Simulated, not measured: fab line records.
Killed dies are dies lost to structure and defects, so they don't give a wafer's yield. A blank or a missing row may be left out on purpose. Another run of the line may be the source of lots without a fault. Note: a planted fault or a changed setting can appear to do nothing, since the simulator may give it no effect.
A lot that was struck, set against a sound lot + flow sky130 + 15 out of 708 route steps
Sound: these wafers, L886.3, L886.4, L886.6. Struck: wafers L891.1, L891.3, L891.6. At the end, the cause is stated.
For every step that has rows: the tool of each side, followed by ch and its chambers, followed by its first start. Under that, the readings that differ: sound wafers + struck wafers + difference of the means + sigmas: that difference in standard deviations of wafers without a fault.
alike: readings whose means differ by less than 2 such deviations, and words and numbers that are the same on both sides. not compared: withheld readings, readings that some wafer has no value for, bounds like >300 that may hide the same value, and numbers for which the record gives no deviation and whose values overlap.
A row with sigmas, a row that says differs or no value, or rows on one side alone: a step with any of these is where the two part. When numbers do not overlap yet have no deviation, they are printed without sigmas and do not part them. A reading missing from all wafers of one side parts the sides only when that side holds two or more wafers.

SKY_SPACER_ETCHBACK_02: etches Si3N4 in CH3F/O2, stops on SiO2, time 46.7 s, target depth 45 nm.
  sound on rie_diel-01 ch 1,2,3, day 26 06:52; struck on rie_diel-02 ch 1,2,3, day 28 07:11
  alike: drypump_motor_current_A, oes_product_au, throttle_valve_pct
  not compared: rf_hours_counter_h
then, 8 steps without rows for these wafers: SKY_POLY_CUT_DEHYDRATE_00 (time 60 s); SKY_POLY_CUT_HMDS_01 (prime time 60 s); SKY_POLY_CUT_COAT_02 (resist thk 60 nm); SKY_POLY_CUT_COAT_03 (resist thk 450 nm); SKY_POLY_CUT_SOFTBAKE_04 (time 90 s); SKY_POLY_CUT_EXPOSE_05 (exposes mask NPCM, target cd 270 nm); SKY_POLY_CUT_PEB_06; SKY_POLY_CUT_DEVELOP_07 (develop time 60 s).
SKY_POLY_CUT_CD_MEAS_08: target cd 270 nm.
  sound on cd_sem-02, day 27 12:08; struck on cd_sem-01, day 29 11:39
  alike: cd_nm
SKY_POLY_CUT_OVL_MEAS_09:
  sound on overlay-01, day 27 12:14; struck on overlay-02, day 29 11:46
  alike: POLY_CUT_OVL
SKY_POLY_CUT_ETCH_10: etches BARC in N2/H2, stops on SiO2, time 45.9 s, target depth 60 nm.
  sound on rie_diel-03 ch 0,2, day 27 12:15; struck on rie_diel-02 ch 0,3, day 29 11:49
  alike: bias_w, chamber_pressure_mTorr, drypump_motor_current_A, oes_product_au, throttle_valve_pct
  not compared: rf_hours_counter_h
SKY_POLY_CUT_ETCH_11: etches Si3N4 in CF4/CH2F2/Ar, stops on poly-Si, time 42.5 s, target depth 60 nm.
  sound on rie_diel-03 ch 0,2, day 27 12:17; struck on rie_diel-02 ch 0,3, day 29 11:51
  no value came back on the struck wafers for any of 5 readings (bias_w (W), cf4_flow_sccm (sccm) and others); on the sound wafers bias_w (W) reads 150.2 149.7 149.7
  not compared: rf_hours_counter_h
SKY_POLY_CUT_STRIP_12: strips in O2/N2.
  sound on plasma_asher-02 ch 0,1, day 27 12:22; struck on plasma_asher-02 ch 1, day 29 11:53
  alike: drypump_motor_current_A, oes_product_au, strip_time_to_endpoint_s
  not compared: rf_hours_counter_h
-- a jump in the record: the struck wafers' starts before and after are 20 days apart (it breaks off in module POLY_CUT and resumes in module PAD_OPEN, where the first step shown is number 708 of the route) --
SKY_PAD_OPEN_PROBE_99:
  sound on prober-01, day 48 01:46; struck on prober-02, day 49 06:40
| reading             | sound    | struck                                                               | difference                   | sigmas |
|---------------------|----------|----------------------------------------------------------------------|------------------------------|--------|
| hold                | - - -    | await_dispo/4.1h/scrap await_dispo/4.1h/scrap await_dispo/4.1h/scrap | no value on the sound wafers |        |
| killed_at_front_end | 8 12 15  | 417 422 428                                                          | +411                         | +96    |
| killed_dies         | 75 87 65 | 492 492 492                                                          | +416                         | +44    |
| killed_on_rim       | 13 13 13 | 96 96 96                                                             | +83                          | +23    |
  alike: killed_at_M0_to_M3, killed_at_M4_up, killed_at_contacts, killed_at_other, killed_open, killed_short

== WHERE THEY PART ==
Last at SKY_PAD_OPEN_PROBE_99 as far as this record goes, first at SKY_POLY_CUT_ETCH_11.

WHY: what had been put in by the simulator
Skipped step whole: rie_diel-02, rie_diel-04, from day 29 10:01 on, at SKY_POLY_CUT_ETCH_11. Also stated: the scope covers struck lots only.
